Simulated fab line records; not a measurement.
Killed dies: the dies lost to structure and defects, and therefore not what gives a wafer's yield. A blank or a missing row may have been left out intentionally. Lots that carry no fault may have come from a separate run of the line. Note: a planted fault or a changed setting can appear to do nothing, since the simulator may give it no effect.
fab line records	flow sky130
[record] lots = 6	wafers = 18	last_day = 50
route steps=708 shown VIA2@509 PAD_OPEN@708
lots that met no fault: taken from a fault-free run of the same line
start_h: hours from the record's opening day to when the first of the lot's shown wafers began	wait_h: time in hours since the lot's previous step	" same as the row above	L1.1+2: a single row standing in for several wafers	- either no value or no given start	* or withheld: withheld	< > ~ a bound
route shown NAME@n: names a module that has steps shown in the file, with the first one's number in the route	usual: mean and standard deviation over wafers with no fault	same: alike in all rows	chamber/n: place in a boat	sites: the reading at each site	_std_site: standard deviation of those values	_edge_site: inner sites' mean taken away from outer sites' mean	radius_mm: for every site, how far away it sits from the centre of the wafer	mask NAME#n: copy n	behind: the last tool/chamber to shape the wafer	hold: what put the lot on hold/how long, in hours/how the hold closed	device: which transistor (n, p or np) failed to switch	end of line: tests run on the same wafers once the route is complete	a step given without rows: its recipe and nothing more	killed: dies lost to structure and defects at the first sort, not the wafer's yield	map: shows each die of a wafer: x if killed, . if not, _ if none is there
set.NAME: the setting as run; set.NAME@STEP: as run at that earlier step	model.NAME: the simulator's own value behind a step, which no gauge read
certain route steps with their lots: each step a table, each wafer a row
services: the hour from which a tool's chamber was out of use, counted from the record's first day as start_h (under 0 if before that day), plus the number of hours and why
[[steps]]
[step SKY_VIA2_CMP_02]
[recipe] material = SiO2	down_force_psi = 4	platen_rpm = 60	pad_velocity_m_s = 0.94248
[usual] head_pressure_psi = 3.999/0.0087	motor_current_A = 12.4/1.1
lot.wafer	tool	chamber	start_h	wait_h	head_pressure_psi	motor_current_A
L192.2	cmp-02	2	840.11	0.0	4.000	11.8
L192.1	"	0	"	"	4.004	14.0
L192.6	"	2	"	"	4.002	12.2
L198.2	cmp-01	1	882.49	0.0	3.995	13.6
L198.3	"	3	"	"	4.008	12.7
L198.5	"	1	"	"	3.999	14.5
L202.4	cmp-02	3	904.26	0.1	3.993	11.0
L202.3	"	0	"	"	4.007	14.3
L202.5	"	2	"	"	3.988	11.7
L205.1	cmp-02	1	930.34	0.1	3.993	10.6
L205.4	"	3	"	"	4.002	11.5
L205.6	"	0	"	"	3.993	13.6
L210.3	cmp-01	2	971.97	0.1	3.986	12.8
L210.1	"	0	"	"	4.015	11.7
L210.6	"	2	"	"	3.983	12.6
L213.2	cmp-02	1	981.71	0.1	4.007	10.7
L213.1	"	2	"	"	4.000	12.2
L213.6	"	0	"	"	4.014	14.0
[step SKY_VIA2_BOW_MEAS_03]
[recipe] mode = bow
[usual] VIA2_BOW = 84/6.6
lot.wafer	tool	chamber	start_h	wait_h	VIA2_BOW[um]
L192.1	film_metro-04	-	840.41	0.1	79
L192.2	"	-	"	"	83
L192.6	"	-	"	"	66
L198.2	film_metro-04	-	882.81	0.3	76
L198.3	"	-	"	"	64
L198.5	"	-	"	"	87
L202.3	film_metro-04	-	904.50	0.1	84
L202.4	"	-	"	"	98
L202.5	"	-	"	"	91
L205.1	film_metro-04	-	930.59	0.2	84
L205.4	"	-	"	"	81
L205.6	"	-	"	"	90
L210.1	film_metro-01	-	972.22	0.1	87
L210.3	"	-	"	"	78
L210.6	"	-	"	"	75
L213.1	film_metro-04	-	981.96	0.1	77
L213.2	"	-	"	"	77
L213.6	"	-	"	"	84
[step SKY_VIA2_DEHYDRATE_04]
[recipe] temp_c = 200	time_s = 60
[step SKY_VIA2_HMDS_05]
[recipe] prime_time_s = 60	prime_temp_c = 120
[step SKY_VIA2_COAT_06]
[recipe] resist = BARC	temp_c = withheld	time_s = withheld	spin_rpm = 3000	resist_thk_nm = 60
[step SKY_VIA2_COAT_07]
[recipe] resist = KrF-thick	spin_rpm = 3000	resist_thk_nm = 450
[step SKY_VIA2_SOFTBAKE_08]
[recipe] temp_c = 100	time_s = 90	resist = KrF-thick
[step SKY_VIA2_EXPOSE_09]
[recipe] mask_id = VIM2	na = 0.8	source_shape = annular	sigma_inner = 0.55	sigma_outer = 0.85	target_cd_nm = 200	dose_mj = 38
[step SKY_VIA2_PEB_10]
[recipe] peb_temp_c = withheld	peb_time_s = withheld	resist = KrF-thick
[step SKY_VIA2_DEVELOP_11]
[recipe] develop_time_s = 60	resist = KrF-thick	dev_temp_c = 20.29
[step SKY_VIA2_CD_MEAS_12]
[recipe] target_cd_nm = 200
[usual] cd_nm = 200.2/1.2
lot.wafer	tool	chamber	start_h	wait_h	cd_nm
L192.1	cd_sem-01	-	865.99	-	199.5
L192.2	"	-	"	"	198.6
L192.6	"	-	"	"	199.0
L198.2	cd_sem-02	-	907.81	-	201.0
L198.3	"	-	"	"	201.7
L198.5	"	-	"	"	201.9
L202.3	cd_sem-01	-	929.93	-	199.8
L202.4	"	-	"	"	201.2
L202.5	"	-	"	"	202.4
L205.1	cd_sem-02	-	955.19	-	202.7
L205.4	"	-	"	"	202.1
L205.6	"	-	"	"	200.8
L210.1	cd_sem-01	-	995.53	-	199.4
L210.3	"	-	"	"	199.3
L210.6	"	-	"	"	198.5
L213.1	cd_sem-02	-	1005.19	-	199.7
L213.2	"	-	"	"	201.2
L213.6	"	-	"	"	200.2
[step SKY_VIA2_OVL_MEAS_13]
[usual] VIA2_OVL = 0/5.7
lot.wafer	tool	chamber	start_h	wait_h	VIA2_OVL[nm]
L192.1	overlay-02	-	866.11	0.1	-2
L192.2	"	-	"	"	6
L192.6	"	-	"	"	1
L198.2	overlay-01	-	907.92	0.1	4
L198.3	"	-	"	"	-7
L198.5	"	-	"	"	-9
L202.3	overlay-01	-	930.02	0.1	-1
L202.4	"	-	"	"	-1
L202.5	"	-	"	"	0
L205.1	overlay-01	-	955.31	0.1	-5
L205.4	"	-	"	"	-5
L205.6	"	-	"	"	-4
L210.1	overlay-02	-	995.65	0.1	-10
L210.3	"	-	"	"	-6
L210.6	"	-	"	"	-6
L213.1	overlay-02	-	1005.31	0.1	-8
L213.2	"	-	"	"	-11
L213.6	"	-	"	"	-7
[step SKY_VIA2_ETCH_14]
[recipe] chemistry = N2/H2	target = BARC	ion_energy_ev = 200	source_w = 500	bias_w = 100	pressure_mtorr = 30	n2_flow_sccm = 100	h2_flow_sccm = 200	stop_on = SiO2	time_s = 45.9	target_depth_a = 600
[usual] bias_w = 100.0/0.31	drypump_motor_current_A = 5.6/0.43	oes_product_au = 0.854/0.0045	throttle_valve_pct = 13.225/0.0091
[same] time_s = 45.9
lot.wafer	tool	chamber	start_h	wait_h	bias_w	drypump_motor_current_A	oes_product_au	rf_hours_counter_h	throttle_valve_pct
L192.1	rie_diel-03	2	866.15	0.0	99.1	4.7	0.855	5	13.236
L192.2	"	3	"	"	99.7	5.5	0.852	9	13.232
L192.6	"	3	"	"	99.7	5.5	0.848	-	13.236
L198.2	rie_diel-03	2	907.95	0.0	100.1	4.7	0.855	6	13.235
L198.3	"	1	"	"	100.0	5.4	0.861	4	13.241
L198.5	"	0	"	"	100.1	5.4	0.864	-	13.226
L202.3	rie_diel-03	1	930.04	0.0	94.8	5.4	0.861	4	13.222
L202.4	"	2	"	"	99.9	4.8	0.859	-	13.226
L202.5	"	0	"	"	99.9	5.5	0.859	-	13.221
L205.1	rie_diel-03	2	955.34	0.0	99.9	4.7	0.850	7	13.239
L205.4	"	1	"	"	95.2	5.4	0.850	5	13.224
L205.6	"	0	"	"	101.0	5.4	0.850	-	13.208
L210.1	rie_diel-04	1	995.69	0.0	100.0	5.5	0.853	21	13.237
L210.3	"	3	"	"	99.9	5.3	0.854	2	13.229
L210.6	"	3	"	"	99.8	5.3	0.866	-	13.238
L213.1	rie_diel-02	3	1005.34	0.0	99.9	6.1	0.859	5	13.227
L213.2	"	2	"	"	100.0	5.6	0.854	18	13.216
L213.6	"	3	"	"	99.7	6.1	0.852	-	13.231
[step SKY_VIA2_ETCH_15]
[recipe] target = SiO2	chemistry = C4F8/O2/Ar	target_depth_nm = 546	stop_on = TiN	mask_material = KrF-thick	source_w = 1500	bias_w = 1200	pressure_mtorr = 40	c4f8_flow_sccm = withheld	O2_flow_sccm = 6	Ar_flow_sccm = 300	time_s = 84
[usual] bias_w = 1200/3.6	oes_product_au = 0.940/0.0048
[same] time_s = 84
lot.wafer	tool	chamber	start_h	wait_h	bias_w	oes_product_au	rf_hours_counter_h
L192.1	rie_diel-03	2	866.19	0.0	1200	0.939	5
L192.2	"	3	"	"	1201	0.937	9
L192.6	"	3	"	"	1201	0.942	-
L198.2	rie_diel-03	2	907.99	0.0	1200	0.945	6
L198.3	"	1	"	"	1202	0.945	4
L198.5	"	0	"	"	1202	0.933	-
L202.3	rie_diel-03	1	930.08	0.0	1203	0.943	4
L202.4	"	2	"	"	1200	0.940	-
L202.5	"	0	"	"	1196	0.937	-
L205.1	rie_diel-03	2	955.39	0.0	1195	0.937	7
L205.4	"	1	"	"	1204	0.946	5
L205.6	"	0	"	"	1195	0.941	-
L210.1	rie_diel-04	1	995.73	0.0	1203	0.939	21
L210.3	"	3	"	"	1203	0.944	2
L210.6	"	3	"	"	1207	0.941	-
L213.1	rie_diel-02	3	1005.39	0.0	1205	0.948	5
L213.2	"	2	"	"	1201	0.944	18
L213.6	"	3	"	"	1200	0.935	-
[step SKY_PAD_OPEN_PROBE_99]
[usual] defect_limited_yield = 82.3/2.1	killed_at_M0_to_M3 = 43/7.4	killed_at_M4_up = 3.1/1.8	killed_at_contacts = 26/5.6	killed_at_front_end = 15/4.9	killed_at_other = 0.2/0.44	killed_dies = 87/10	killed_open = 48/7.6	killed_short = 39/6.2	sort_bin_3_pad_short = 0.9/0.43	sort_bin_5_function = 10.5/1.5	sort_bin_6_memory = 6.3/1.2	sort_n_pass = 405/10	sort_yield_pct = 82.3/2.1
[same] gross_dies = 492	killed_at_back_side = 0	sort_bin_4_leakage[%] = 0	sort_bin_8_speed[%] = 0
lot.wafer	tool	chamber	start_h	wait_h	defect_limited_yield[%]	killed_at_M0_to_M3	killed_at_M4_up	killed_at_contacts	killed_at_front_end	killed_at_other	killed_dies	killed_open	killed_short	sort_bin_3_pad_short[%]	sort_bin_5_function[%]	sort_bin_6_memory[%]	sort_n_pass	sort_yield_pct[%]
L192.1	prober-01	-	1087.01	0.1	80.9	42	6	26	19	1	94	54	40	1.4	10.6	7.1	398	80.9
L192.2	prober-01	-	1087.06	0.1	80.1	54	1	28	15	0	98	55	43	0.6	11.6	7.7	394	80.1
L192.6	prober-01	-	1087.26	0.2	81.5	43	3	29	15	1	91	49	42	1.6	10.0	6.9	401	81.5
L198.2	prober-02	-	1122.61	0.1	80.9	50	4	22	17	1	94	56	37	0.6	12.0	6.5	398	80.9
L198.3	prober-02	-	1122.66	0.2	84.3	35	5	22	14	1	77	39	37	0.8	9.1	5.7	415	84.3
L198.5	prober-02	-	1122.76	0.2	82.7	34	5	28	18	0	85	49	36	0.2	10.6	6.5	407	82.7
L202.3	prober-02	-	1141.57	0.2	78.0	58	3	32	14	1	108	57	49	1.4	13.8	6.7	384	78.0
L202.4	prober-02	-	1141.62	0.2	79.3	46	5	33	18	0	102	49	53	1.6	11.8	7.3	390	79.3
L202.5	prober-02	-	1141.67	0.2	80.1	48	5	32	13	0	98	44	53	1.0	11.8	7.1	394	80.1
L205.1	prober-01	-	1159.00	0.1	82.9	37	5	28	14	0	84	42	42	1.8	9.3	5.9	408	82.9
L205.4	prober-01	-	1159.15	0.2	85.2	40	6	20	6	1	73	39	34	0.6	9.6	4.7	419	85.2
L205.6	prober-01	-	1159.25	0.2	80.5	58	3	23	12	0	96	58	38	1.2	12.4	5.9	396	80.5
L210.1	prober-02	-	1188.38	0.1	81.1	47	5	28	13	0	93	54	39	0.4	11.8	6.7	399	81.1
L210.3	prober-02	-	1188.48	0.2	80.5	51	7	29	8	1	96	55	41	1.2	12.2	6.1	396	80.5
L210.6	prober-02	-	1188.63	0.2	88.2	29	1	18	10	0	58	33	25	0.6	6.1	5.1	434	88.2
L213.1	prober-02	-	1194.67	0.1	79.9	43	1	35	20	0	99	57	42	0.4	11.6	8.1	393	79.9
L213.2	prober-02	-	1194.72	0.1	85.6	35	1	23	12	0	71	46	25	1.2	9.1	4.1	421	85.6
L213.6	prober-02	-	1194.92	0.2	83.7	42	2	23	12	1	80	41	39	0.6	8.3	7.3	412	83.7
// killed by level:class
L192.1 VIA1:geometric_particle:open=11 CONTACT:geometric_particle:open=10 VIA2:geometric_particle:open=7 LI_CONTACT:geometric_particle:open=6 VIA3:geometric_particle:open=6 FIELD_ISO:geometric_particle:open=5 LOCAL_INTERCONNECT:geometric_particle:short=5 METAL2:geometric_particle:short=5
L192.2 VIA1:geometric_particle:open=11 LI_CONTACT:geometric_particle:open=9 CONTACT:geometric_particle:open=9 VIA3:geometric_particle:open=8 METAL2:geometric_particle:short=7 VIA2:geometric_particle:open=6 POLY_GATE:geometric_particle:short=4 VIA2:geometric_particle:short=4
L192.6 VIA1:geometric_particle:open=11 LI_CONTACT:geometric_particle:open=9 CONTACT:geometric_particle:open=9 POLY_GATE:geometric_particle:short=6 CONTACT:geometric_particle:short=6 METAL1:geometric_particle:short=5 POLY_GATE:geometric_particle:open=4 VIA2:geometric_particle:short=4
L198.2 VIA1:geometric_particle:open=16 VIA2:geometric_particle:open=9 POLY_GATE:geometric_particle:short=8 VIA3:geometric_particle:open=8 LI_CONTACT:geometric_particle:open=6 CONTACT:geometric_particle:open=5 METAL2:geometric_particle:short=5 FIELD_ISO:geometric_particle:open=4
L198.3 FIELD_ISO:geometric_particle:open=8 LOCAL_INTERCONNECT:geometric_particle:short=8 VIA1:geometric_particle:open=8 METAL1:geometric_particle:short=6 VIA2:geometric_particle:open=4 CONTACT:geometric_particle:open=4 METAL3:geometric_particle:short=4 FIELD_ISO:geometric_particle:short=3
L198.5 VIA1:geometric_particle:open=9 LI_CONTACT:geometric_particle:open=8 CONTACT:geometric_particle:open=8 VIA2:geometric_particle:open=7 FIELD_ISO:geometric_particle:open=6 FIELD_ISO:geometric_particle:short=6 METAL4:geometric_particle:short=5 LOCAL_INTERCONNECT:geometric_particle:short=4
L202.3 VIA1:geometric_particle:open=12 LI_CONTACT:geometric_particle:open=10 VIA3:geometric_particle:open=9 VIA1:geometric_particle:short=8 VIA2:geometric_particle:open=8 METAL1:geometric_particle:short=7 CONTACT:geometric_particle:open=6 CONTACT:geometric_particle:short=6
L202.4 CONTACT:geometric_particle:open=11 VIA1:geometric_particle:open=11 LOCAL_INTERCONNECT:geometric_particle:short=7 VIA2:geometric_particle:open=7 POLY_GATE:geometric_particle:short=6 METAL2:geometric_particle:short=6 METAL1:geometric_particle:short=5 CONTACT:geometric_particle:short=5
L202.5 LOCAL_INTERCONNECT:geometric_particle:short=11 VIA1:geometric_particle:open=10 VIA3:geometric_particle:short=7 VIA3:geometric_particle:open=6 LI_CONTACT:geometric_particle:open=6 METAL1:geometric_particle:short=5 CONTACT:geometric_particle:short=5 CONTACT:geometric_particle:open=5
L205.1 CONTACT:geometric_particle:open=8 METAL1:geometric_particle:short=8 LI_CONTACT:geometric_particle:open=6 VIA3:geometric_particle:open=6 VIA1:geometric_particle:open=6 VIA2:geometric_particle:open=6 LOCAL_INTERCONNECT:geometric_particle:short=5 CONTACT:geometric_particle:short=5
L205.4 CONTACT:geometric_particle:open=11 VIA2:geometric_particle:open=10 METAL2:geometric_particle:short=7 METAL4:geometric_particle:short=6 CONTACT:geometric_particle:short=5 VIA1:geometric_particle:open=5 VIA3:geometric_particle:open=5 METAL1:geometric_particle:short=4
L205.6 VIA1:geometric_particle:open=13 VIA3:geometric_particle:open=12 CONTACT:geometric_particle:open=10 VIA1:geometric_particle:short=6 METAL2:geometric_particle:short=6 VIA2:geometric_particle:open=6 VIA3:geometric_particle:short=5 LOCAL_INTERCONNECT:geometric_particle:short=4
L210.1 LI_CONTACT:geometric_particle:open=11 VIA1:geometric_particle:open=10 CONTACT:geometric_particle:open=9 METAL1:geometric_particle:short=8 VIA2:geometric_particle:open=7 METAL2:geometric_particle:short=6 POLY_GATE:geometric_particle:open=5 METAL4:geometric_particle:short=4
L210.3 VIA1:geometric_particle:open=11 LI_CONTACT:geometric_particle:open=9 VIA2:geometric_particle:open=8 METAL1:geometric_particle:short=7 CONTACT:geometric_particle:open=6 VIA3:geometric_particle:open=5 METAL4:geometric_particle:short=5 LOCAL_INTERCONNECT:geometric_particle:short=5
L210.6 CONTACT:geometric_particle:open=8 VIA1:geometric_particle:open=6 VIA2:geometric_particle:open=6 LI_CONTACT:geometric_particle:open=5 POLY_GATE:geometric_particle:short=4 VIA1:geometric_particle:short=4 VIA3:geometric_particle:open=4 METAL1:geometric_particle:short=3
L213.1 CONTACT:geometric_particle:open=15 POLY_GATE:geometric_particle:open=10 LI_CONTACT:geometric_particle:open=8 VIA1:geometric_particle:short=6 VIA1:geometric_particle:open=6 LOCAL_INTERCONNECT:geometric_particle:short=5 LI_CONTACT:geometric_particle:short=5 VIA3:geometric_particle:open=5
L213.2 VIA1:geometric_particle:open=11 CONTACT:geometric_particle:open=7 VIA2:geometric_particle:open=7 FIELD_ISO:geometric_particle:open=5 LI_CONTACT:geometric_particle:open=5 CONTACT:geometric_particle:short=4 METAL2:geometric_particle:short=4 LOCAL_INTERCONNECT:geometric_particle:short=3
L213.6 VIA1:geometric_particle:open=12 CONTACT:geometric_particle:open=7 VIA1:geometric_particle:short=7 LI_CONTACT:geometric_particle:short=5 LI_CONTACT:geometric_particle:open=4 CONTACT:geometric_particle:short=4 METAL1:geometric_particle:short=4 VIA2:geometric_particle:open=4
[[services]]
tool	chamber	start_h	hours	kind
rie_diel-03	-	827.42	28.1	pm
cmp-01	-	834.00	6.8	repair
rie_diel-02	-	843.79	0.2	repair
rie_diel-04	-	872.18	1.1	repair
rie_diel-02	1	872.88	7.9	repair
rie_diel-02	0	873.22	1.4	repair
rie_diel-03	3	878.38	67.6	repair
rie_diel-02	2	887.00	6.0	repair
rie_diel-03	2	895.43	3.3	repair
rie_diel-03	2	903.37	2.9	repair
rie_diel-04	-	904.69	1.0	repair
cmp-02	-	908.08	1.3	repair
cmp-02	-	912.09	4.0	pm
cmp-01	-	921.28	2.9	repair
cmp-02	-	930.59	5.5	pm
cmp-02	-	940.08	0.4	repair
cmp-01	-	943.30	7.2	pm
rie_diel-02	-	945.87	1.1	repair
rie_diel-02	-	955.39	14.6	pm
cmp-02	-	958.95	0.6	repair
cmp-02	-	972.51	2.8	repair
cmp-01	-	977.89	4.7	pm
rie_diel-02	1	1001.27	4.6	repair
cmp-02	-	1002.71	3.6	repair
[[key]]
[first_sign] step = SKY_VIA2_ETCH_14	reading = bias_w	direction = down	sigmas = 16	usual = 100.0	struck = 95.0
effect none on later readings
met_at SKY_VIA2_ETCH_14
struck_wafers L202.3,L205.4
onset_between 907.95 930.04
[fault] kind = process_parameter_drift	tool = rie_diel-03	chamber = 1	onset_h = 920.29	steps = SKY_VIA2_ETCH_14	channel = bias_w	offset = -5.3108	shape = step	end_h = 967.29	acts_in = these_recipes_only	stated = 100
